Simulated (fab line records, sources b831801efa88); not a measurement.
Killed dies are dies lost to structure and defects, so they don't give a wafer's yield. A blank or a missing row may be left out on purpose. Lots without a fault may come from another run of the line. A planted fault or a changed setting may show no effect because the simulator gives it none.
fab line records | flow sky130
record lots=10 wafers=30 last_day=51
route steps=708 shown CAPM@551 METAL3@564 VIA3@594 CAP2M@615 PAD_OPEN@708
lots that met no fault: from a run of the same line without faults
start_h: hours from the record's first day to the start of the lot's first wafer shown | wait_h: hours since the lot's step before | " the same as in the row above | L1.1+2: a row that stands for several wafers | - no value, or no start given | * or withheld: withheld | < > ~ a bound
route shown NAME@n: a module of which the file shows steps, and the number in the route of the first | usual: mean/standard deviation of fault-free wafers | same: alike in all rows | chamber/n: place in a boat | sites: the reading at each site | _std_site: their standard deviation | _edge_site: outer sites' mean less inner sites' | radius_mm: how far each site lies from the wafer's centre | mask NAME#n: copy n | behind: the tool/chamber that last shaped the wafer | hold: why the lot was held/for how many hours/how that ended | device: the transistor (n, p or np) that didn't switch | end of line: the same wafers' tests at the end of the route | a step without rows: its recipe alone | killed: dies lost to structure and defects at the first sort, not the wafer's yield | map: a wafer's dies, x killed, . not, _ none there
set.NAME: the setting as run; set.NAME@STEP: as run at that earlier step | model.NAME: the simulator's own value behind a step, which no gauge read
steps of the route over a sample of lots; a table a step, a row a wafer
services: from which hour (start_h, from the record's first day; less than 0 if before it) a tool's chamber was out of use, for how many hours, and why
## steps
# step SKY_CAPM_STRIP_14
# recipe chemistry=O2/N2 power_w=1400 pressure_mtorr=1500 platen_temp_c=withheld o2_flow_sccm=3000 n2_flow_sccm=300 overash_fraction=0.5
# usual drypump_motor_current_A=5.6/0.31 oes_product_au=0.710/0.0041 strip_time_to_endpoint_s=12.64/0.047
# columns lot.wafer tool chamber start_h wait_h drypump_motor_current_A oes_product_au rf_hours_counter_h strip_time_to_endpoint_s
L629.1 plasma_asher-03 0 861.63 0.1 6.1 0.712 43 12.59
L629.3 " 1 " " 5.3 0.714 - 12.59
L629.4 " 0 " " 6.1 0.701 - 12.61
L630.1 plasma_asher-03 1 874.41 0.1 5.3 0.715 44 12.63
L630.2 " 0 " " 6.0 0.711 44 12.71
L630.5 " 0 " " 6.0 0.711 - 12.66
L638.2 plasma_asher-04 1 937.23 0.1 5.3 0.713 112 12.59
L638.4 " 1 " " 5.3 0.712 - 12.61
L638.6 " 1 " " 5.3 0.703 - 12.59
L640.2 plasma_asher-04 1 949.31 0.1 5.3 0.708 113 12.59
L640.3 " 0 " " 5.3 0.710 - 12.64
L640.5 " 0 " " 5.3 0.707 - 12.61
L642.3 plasma_asher-02 1 964.54 0.1 5.9 0.715 - 12.65
L642.5 " 1 " " 6.0 0.716 - 12.64
L642.6 " 0 " " 5.8 0.705 - 12.66
L644.1 plasma_asher-02 0 980.31 0.1 5.8 0.710 85 12.68
L644.2 " 1 " " 6.0 0.706 85 12.65
L644.6 " 1 " " 5.9 0.705 - 12.66
L645.1 plasma_asher-03 0 1004.36 0.1 6.0 0.714 56 12.65
L645.3 " 0 " " 6.0 0.710 - 12.64
L645.5 " 0 " " 6.0 0.721 - 12.59
L648.3 plasma_asher-04 1 1019.72 0.1 5.3 0.712 - 12.58
L648.4 " 0 " " 5.4 0.702 - 12.60
L648.5 " 0 " " 5.4 0.708 - 12.58
L650.2 plasma_asher-02 1 1031.79 0.1 5.9 0.711 90 12.70
L650.5 " 1 " " 6.0 0.713 - 12.71
L650.6 " 0 " " 5.8 0.707 - 12.65
L652.1 plasma_asher-03 0 1065.86 0.1 6.1 0.709 63 12.72
L652.2 " 1 " " 5.3 0.703 63 12.74
L652.4 " 0 " " 6.0 0.709 - 12.71
# step SKY_METAL3_OVL_MEAS_14
# usual METAL3_OVL=-3/5.1
# columns lot.wafer tool chamber start_h wait_h METAL3_OVL[nm]
L629.1 overlay-01 - 888.37 0.1 -2
L629.3 " - " " -7
L629.4 " - " " -6
L630.1 overlay-02 - 901.17 0.1 -7
L630.2 " - " " -14
L630.5 " - " " 1
L638.2 overlay-01 - 962.64 0.1 -7
L638.4 " - " " -11
L638.6 " - " " -5
L640.2 overlay-02 - 974.62 0.1 0
L640.3 " - " " -7
L640.5 " - " " -5
L642.3 overlay-02 - 989.65 0.1 2
L642.5 " - " " -1
L642.6 " - " " 2
L644.1 overlay-01 - 1004.37 0.1 -9
L644.2 " - " " -2
L644.6 " - " " 4
L645.1 overlay-01 - 1027.22 0.1 -3
L645.3 " - " " 0
L645.5 " - " " -2
L648.3 overlay-02 - 1042.50 0.1 -8
L648.4 " - " " -12
L648.5 " - " " 0
L650.2 overlay-01 - 1054.57 0.1 -9
L650.5 " - " " -11
L650.6 " - " " -5
L652.1 overlay-01 - 1086.82 0.1 0
L652.2 " - " " -2
L652.4 " - " " -4
# step SKY_VIA3_CVD_21
# recipe material=W target_thk_nm=390 time_s=117.31 temp_c=400 pressure_torr=40
# usual heater_power_w=865/62
# columns lot.wafer tool chamber start_h wait_h heater_power_w
L629.1 cvd_w-02 0 916.07 0.0 853
L629.3 " 0 " " 923
L629.4 " 1 " " 743
L630.1 cvd_w-02 0 928.00 0.0 888
L630.2 " 0 " " 902
L630.5 " 0 " " 868
L638.2 cvd_w-01 1 989.48 0.0 854
L638.4 " 0 " " 925
L638.6 " 1 " " 888
L640.2 cvd_w-01 0 1000.55 0.0 929
L640.3 " 1 " " 888
L640.5 " 1 " " 907
L642.3 cvd_w-02 0 1015.13 0.1 887
L642.5 " 0 " " 904
L642.6 " 1 " " 741
L644.1 cvd_w-02 1 1029.18 0.0 773
L644.2 " 0 " " 883
L644.6 " 1 " " 781
L645.1 cvd_w-02 1 1052.22 0.0 771
L645.3 " 1 " " 763
L645.5 " 1 " " 761
L648.3 cvd_w-01 1 1066.17 0.1 899
L648.4 " 0 " " 934
L648.5 " 1 " " 883
L650.2 cvd_w-02 0 1078.06 0.1 900
L650.5 " 0 " " 890
L650.6 " 0 " " 910
L652.1 cvd_w-02 0 1110.20 0.0 889
L652.2 " 1 " " 776
L652.4 " 0 " " 893
# step SKY_VIA3_RS_MEAS_22
# recipe thk_meas_gauge=four-point-probe reads=W_of_VIA3_CVD_21+TiN_of_VIA3_SPUTTER_20
# usual VIA3_W_RS=0.295/0.0038
# columns lot.wafer tool chamber start_h wait_h hold VIA3_W_RS[ohm/sq]
L629.1 film_metro-04 - 916.19 0.1 - 0.299
L629.3 " - " " - 0.295
L629.4 " - " " - 0.296
L630.1 film_metro-01 - 928.25 0.2 - 0.296
L630.2 " - " " - 0.296
L630.5 " - " " - 0.301
L638.2 film_metro-01 - 989.62 0.1 await_dispo/0.2h/release 0.243
L638.4 " - " " await_dispo/0.2h/release 0.291
L638.6 " - " " await_dispo/0.2h/release 0.244
L638.2 film_metro-01 - 989.91 0.3 - 0.243
L638.4 " - " " - 0.290
L638.6 " - " " - 0.244
L640.2 film_metro-03 - 1000.70 0.1 await_dispo/0.2h/release 0.289
L640.3 " - " " await_dispo/0.2h/release 0.245
L640.5 " - " " await_dispo/0.2h/release 0.247
L640.2 film_metro-03 - 1000.98 0.3 - 0.289
L640.3 " - " " - 0.246
L640.5 " - " " - 0.247
L642.3 film_metro-04 - 1015.25 0.1 - 0.298
L642.5 " - " " - 0.297
L642.6 " - " " - 0.296
L644.1 film_metro-01 - 1029.30 0.1 - 0.296
L644.2 " - " " - 0.297
L644.6 " - " " - 0.294
L645.1 film_metro-01 - 1052.47 0.2 - 0.298
L645.3 " - " " - 0.299
L645.5 " - " " - 0.297
L648.3 film_metro-04 - 1066.29 0.1 - 0.295
L648.4 " - " " - 0.293
L648.5 " - " " - 0.296
L650.2 film_metro-04 - 1078.29 0.2 - 0.298
L650.5 " - " " - 0.297
L650.6 " - " " - 0.295
L652.1 film_metro-03 - 1110.32 0.1 - 0.302
L652.2 " - " " - 0.299
L652.4 " - " " - 0.297
# step SKY_VIA3_THK_MEAS_23
# recipe thk_meas_gauge=xrf reads=W_of_VIA3_CVD_21
# usual VIA3_W_THK=403/8.7
# columns lot.wafer tool chamber start_h wait_h hold VIA3_W_THK[nm]
L629.1 film_metro-04 - 916.31 0.1 - 407
L629.3 " - " " - 412
L629.4 " - " " - 409
L630.1 film_metro-01 - 928.37 0.1 - 397
L630.2 " - " " - 397
L630.5 " - " " - 388
L638.2 film_metro-01 - 994.21 4.3 await_dispo/0.2h/release 475
L638.4 " - " " await_dispo/0.2h/release 399
L638.6 " - " " await_dispo/0.2h/release 479
L638.2 film_metro-01 - 994.44 0.2 - 483
L638.4 " - " " - 399
L638.6 " - " " - 477
L640.2 film_metro-03 - 1010.27 9.3 await_dispo/0.2h/release 406
L640.3 " - " " await_dispo/0.2h/release 482
L640.5 " - " " await_dispo/0.2h/release 476
L640.2 film_metro-03 - 1010.50 0.2 - 402
L640.3 " - " " - 479
L640.5 " - " " - 476
L642.3 film_metro-04 - 1015.35 0.1 - 406
L642.5 " - " " - 407
L642.6 " - " " - 411
L644.1 film_metro-01 - 1029.42 0.1 - 400
L644.2 " - " " - 396
L644.6 " - " " - 402
L645.1 film_metro-01 - 1052.59 0.1 - 391
L645.3 " - " " - 394
L645.5 " - " " - 394
L648.3 film_metro-04 - 1066.39 0.1 - 414
L648.4 " - " " - 412
L648.5 " - " " - 412
L650.2 film_metro-04 - 1078.40 0.1 - 409
L650.5 " - " " - 408
L650.6 " - " " - 411
L652.1 film_metro-03 - 1110.44 0.1 - 389
L652.2 " - " " - 394
L652.4 " - " " - 396
# step SKY_VIA3_CMP_24
# recipe stop_on=SiO2 t_overpolish_s=20 down_force_psi=3.5 platen_rpm=60 target_thk_nm=0 pad_velocity_m_s=0.94248
# usual motor_current_A=10.9/1 platen_rpm=60.00/0.039 time_to_endpoint_s=95/4.5
# columns lot.wafer tool chamber start_h wait_h hold motor_current_A platen_rpm time_to_endpoint_s
L629.1 cmp-02 0 916.37 0.1 - 10.5 59.95 91
L629.4 " 2 " " - 11.4 60.05 93
L629.3 " 3 " " - 10.5 60.00 95
L630.2 cmp-01 0 928.47 0.1 - 11.1 60.05 93
L630.1 " 3 " " - 10.8 60.00 94
L630.5 " 0 " " - 10.7 60.05 90
L638.2 cmp-01 3 996.90 2.5 await_dispo/2.3h/release 10.3 60.02 121
L638.4 " 0 " " await_dispo/2.3h/release 10.9 60.07 99
L638.6 " 1 " " await_dispo/2.3h/release 9.0 59.97 118
L640.3 cmp-01 2 1012.67 2.2 await_dispo/2.0h/release 13.0 59.97 114
L640.2 " 3 " " await_dispo/2.0h/release 10.2 60.02 102
L640.5 " 3 " " await_dispo/2.0h/release 10.7 60.02 115
L642.3 cmp-01 2 1015.44 0.1 - 13.1 59.99 93
L642.6 " 1 " " - 9.6 60.02 93
L642.5 " 2 " " - 12.8 60.03 96
L644.2 cmp-01 1 1029.48 0.0 - 9.5 59.98 95
L644.1 " 3 " " - 10.8 60.00 100
L644.6 " 2 " " - 12.6 59.98 97
L645.3 cmp-01 0 1052.70 0.1 - 10.8 60.00 92
L645.1 " 2 " " - 12.7 60.07 96
L645.5 " 3 " " - 10.1 60.08 101
L648.3 cmp-01 0 1066.53 0.1 - 10.5 60.02 94
L648.4 " 1 " " - 9.2 60.02 97
L648.5 " 3 " " - 10.6 59.96 102
L650.2 cmp-02 2 1078.55 0.1 - 11.5 60.01 88
L650.6 " 0 " " - 10.5 59.97 86
L650.5 " 1 " " - 10.0 60.03 90
L652.2 cmp-01 3 1110.67 0.2 - 10.5 60.04 102
L652.4 " 0 " " - 11.0 60.03 99
L652.1 " 1 " " - 9.1 60.02 99
# step SKY_CAP2M_OVL_MEAS_12
# usual CAP2M_OVL=1.1/1.5
# columns lot.wafer tool chamber start_h wait_h CAP2M_OVL[nm]
L629.1 overlay-02 - 940.64 0.1 1.2
L629.3 " - " " -1.7
L629.4 " - " " -1.2
L630.1 overlay-01 - 953.00 0.1 3.1
L630.2 " - " " 0.3
L630.5 " - " " 1.7
L638.2 overlay-01 - 1013.32 0.1 1.9
L638.4 " - " " 0.4
L638.6 " - " " 1.3
L640.2 overlay-02 - 1024.30 0.1 0.4
L640.3 " - " " 1.9
L640.5 " - " " -0.4
L642.3 overlay-02 - 1037.95 0.1 2.8
L642.5 " - " " -1.1
L642.6 " - " " 0.0
L644.1 overlay-02 - 1051.94 0.1 2.4
L644.2 " - " " 1.7
L644.6 " - " " 0.8
L645.1 overlay-02 - 1073.57 0.1 1.5
L645.3 " - " " 0.9
L645.5 " - " " 0.3
L648.3 overlay-01 - 1087.31 0.1 1.8
L648.4 " - " " 3.2
L648.5 " - " " 2.7
L650.2 overlay-02 - 1099.62 0.1 2.4
L650.5 " - " " 1.4
L650.6 " - " " 1.8
L652.1 overlay-02 - 1130.62 0.1 2.6
L652.2 " - " " 0.4
L652.4 " - " " 1.3
# step SKY_PAD_OPEN_PROBE_99
# usual defect_limited_yield=82.3/2.1 killed_at_M0_to_M3=44/7.2 killed_at_M4_up=3.1/1.7 killed_at_contacts=24/5.2 killed_at_front_end=15/4.1 killed_at_other=0.3/0.61 killed_dies=87/10 killed_open=48/7.5 killed_short=39/6.6 sort_bin_3_pad_short=0.8/0.39 sort_bin_5_function=10.4/1.7 sort_bin_6_memory=6.5/1.1 sort_n_pass=405/10 sort_yield_pct=82.3/2.1
# same gross_dies=492 killed_at_back_side=0 sort_bin_4_leakage[%]=0 sort_bin_8_speed[%]=0
# columns lot.wafer tool chamber start_h wait_h defect_limited_yield[%] killed_at_M0_to_M3 killed_at_M4_up killed_at_contacts killed_at_front_end killed_at_other killed_dies killed_open killed_short sort_bin_3_pad_short[%] sort_bin_5_function[%] sort_bin_6_memory[%] sort_n_pass sort_yield_pct[%]
L644.1 prober-02 - 1157.11 0.1 81.1 46 3 23 21 0 93 55 38 1.0 9.3 8.5 399 81.1
L644.2 prober-02 - 1157.16 0.1 85.8 33 3 17 16 1 70 35 35 0.4 7.9 5.9 422 85.8
L644.6 prober-02 - 1157.36 0.2 84.3 38 3 22 13 1 77 44 33 0.8 8.7 6.1 415 84.3
L645.1 prober-01 - 1172.97 0.1 82.1 45 2 27 14 0 88 47 41 1.6 10.6 5.7 404 82.1
L645.3 prober-01 - 1173.07 0.2 82.9 41 1 30 12 0 84 41 41 1.0 8.5 7.5 408 82.9
L645.5 prober-01 - 1173.17 0.2 85.6 40 1 19 11 0 71 39 32 0.8 7.7 5.9 421 85.6
L648.3 prober-02 - 1186.74 0.2 81.9 38 3 27 19 2 89 45 42 0.6 11.0 6.5 403 81.9
L648.4 prober-02 - 1186.79 0.2 85.8 41 1 14 13 1 70 39 31 0.8 8.7 4.7 422 85.8
L648.5 prober-02 - 1186.84 0.2 81.9 53 3 23 10 0 89 48 41 0.6 9.1 8.3 403 81.9
L652.1 prober-01 - 1218.95 0.1 85.6 37 0 21 13 0 71 34 37 0.6 7.5 6.3 421 85.6
L652.2 prober-01 - 1219.00 0.1 83.3 44 1 20 16 1 82 54 28 0.4 10.4 5.9 410 83.3
L652.4 prober-01 - 1219.10 0.2 87.2 28 2 19 14 0 63 30 33 0.4 6.9 5.5 429 87.2
# killed by level:class
L644.1 VIA1:geometric_particle:open=9 CONTACT:geometric_particle:open=8 VIA3:geometric_particle:open=8 FIELD_ISO:geometric_particle:open=7 METAL1:geometric_particle:short=7 VIA2:geometric_particle:open=7 POLY_GATE:geometric_particle:open=6 LI_CONTACT:geometric_particle:open=6
L644.2 VIA1:geometric_particle:open=8 CONTACT:geometric_particle:open=7 FIELD_ISO:geometric_particle:open=4 METAL1:geometric_particle:short=4 VIA3:geometric_particle:short=4 FIELD_ISO:geometric_particle:short=3 POLY_GATE:geometric_particle:open=3 POLY_GATE:geometric_particle:short=3
L644.6 CONTACT:geometric_particle:open=9 VIA1:geometric_particle:open=7 VIA2:geometric_particle:open=7 FIELD_ISO:geometric_particle:open=6 LI_CONTACT:geometric_particle:open=6 VIA3:geometric_particle:open=6 LOCAL_INTERCONNECT:geometric_particle:short=5 VIA1:geometric_particle:short=5
L645.1 CONTACT:geometric_particle:open=9 METAL1:geometric_particle:short=9 CONTACT:geometric_particle:short=8 VIA1:geometric_particle:open=8 VIA3:geometric_particle:open=7 LI_CONTACT:geometric_particle:open=6 VIA1:geometric_particle:short=6 POLY_GATE:geometric_particle:short=4
L645.3 CONTACT:geometric_particle:open=10 LI_CONTACT:geometric_particle:open=8 VIA1:geometric_particle:open=8 LOCAL_INTERCONNECT:geometric_particle:short=7 VIA1:geometric_particle:short=7 METAL1:geometric_particle:short=6 POLY_GATE:geometric_particle:open=4 METAL2:geometric_particle:short=4
L645.5 VIA1:geometric_particle:open=15 LI_CONTACT:geometric_particle:open=6 METAL1:geometric_particle:short=6 CONTACT:geometric_particle:open=5 VIA1:geometric_particle:short=5 VIA2:geometric_particle:open=5 POLY_GATE:geometric_particle:short=4 CONTACT:geometric_particle:short=3
L648.3 CONTACT:geometric_particle:open=9 LI_CONTACT:geometric_particle:open=8 VIA1:geometric_particle:open=7 VIA3:geometric_particle:open=7 VIA1:geometric_particle:short=7 FIELD_ISO:geometric_particle:short=6 FIELD_ISO:geometric_particle:open=5 LI_CONTACT:geometric_particle:short=5
L648.4 VIA1:geometric_particle:open=10 METAL2:geometric_particle:short=6 FIELD_ISO:geometric_particle:open=5 METAL1:geometric_particle:short=5 VIA3:geometric_particle:open=5 VIA2:geometric_particle:short=4 CONTACT:geometric_particle:open=4 VIA2:geometric_particle:open=4
L648.5 CONTACT:geometric_particle:open=11 VIA1:geometric_particle:open=11 VIA1:geometric_particle:short=10 VIA2:geometric_particle:open=9 VIA2:geometric_particle:short=6 METAL2:geometric_particle:short=5 LI_CONTACT:geometric_particle:open=5 CONTACT:geometric_particle:short=5
L652.1 VIA1:geometric_particle:open=11 CONTACT:geometric_particle:open=8 METAL1:geometric_particle:short=7 METAL2:geometric_particle:short=7 LI_CONTACT:geometric_particle:open=5 FIELD_ISO:geometric_particle:short=4 CONTACT:geometric_particle:short=4 VIA1:geometric_particle:short=4
L652.2 VIA1:geometric_particle:open=12 VIA2:geometric_particle:open=11 CONTACT:geometric_particle:open=10 FIELD_ISO:geometric_particle:open=8 VIA1:geometric_particle:short=5 METAL2:geometric_particle:short=5 FIELD_ISO:geometric_particle:short=4 CONTACT:geometric_particle:short=3
L652.4 CONTACT:geometric_particle:short=7 CONTACT:geometric_particle:open=6 VIA1:geometric_particle:open=6 METAL2:geometric_particle:short=5 VIA2:geometric_particle:open=5 SPACER:geometric_particle:short=3 POLY_CUT:geometric_particle:short=3 LI_CONTACT:geometric_particle:open=3
## services
# columns tool chamber start_h hours kind
cvd_w-02 - 839.34 14.6 pm
cmp-01 - 843.13 0.5 repair
cmp-02 - 849.14 1.7 repair
cmp-02 - 854.61 1.8 repair
cvd_w-02 - 878.19 2.8 pm
cvd_w-01 - 904.09 14.0 pm
cmp-01 - 906.92 6.5 repair
plasma_asher-03 - 912.49 2.8 pm
cmp-01 - 913.43 4.0 pm
cvd_w-02 1 926.04 11.0 repair
plasma_asher-04 - 932.23 0.7 repair
cmp-01 - 955.08 1.2 repair
plasma_asher-03 - 956.32 8.3 repair
cmp-01 - 966.97 1.0 repair
cmp-01 - 1002.27 7.2 pm
plasma_asher-02 - 1004.06 3.9 repair
cvd_w-02 - 1020.78 0.6 repair
cvd_w-01 - 1024.04 6.9 pm
cmp-01 - 1037.00 1.1 repair
cvd_w-02 0 1051.56 8.4 repair
plasma_asher-04 - 1055.25 9.0 pm
cvd_w-02 1 1066.61 14.0 repair
cvd_w-02 - 1069.19 2.2 repair
plasma_asher-04 - 1079.59 3.3 repair
## key
first_sign step=SKY_VIA3_RS_MEAS_22 reading=visit direction=added
effect step=SKY_VIA3_RS_MEAS_22 reading=VIA3_W_RS direction=down sigmas=13 usual=0.295 struck=0.245
effect step=SKY_VIA3_THK_MEAS_23 reading=visit direction=added
effect step=SKY_VIA3_THK_MEAS_23 reading=VIA3_W_THK direction=up sigmas=8.7 usual=403 struck=478
effect step=SKY_VIA3_CMP_24 reading=time_to_endpoint_s direction=up sigmas=4.9 usual=* struck=*
met_at SKY_VIA3_CVD_21
struck_lots L638,L640
struck_wafers L638.2,L638.6,L640.3,L640.5
not_acting_at SKY_CAPM_STRIP_14,SKY_METAL3_OVL_MEAS_14,SKY_CAP2M_OVL_MEAS_12
fault kind=process_parameter_drift tool=cvd_w-01 chamber=1 onset_h=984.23 steps=SKY_VIA3_CVD_21 channel=target_thk_nm offset=74.284 shape=step end_h=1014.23 acts_in=these_recipes_only stated=390
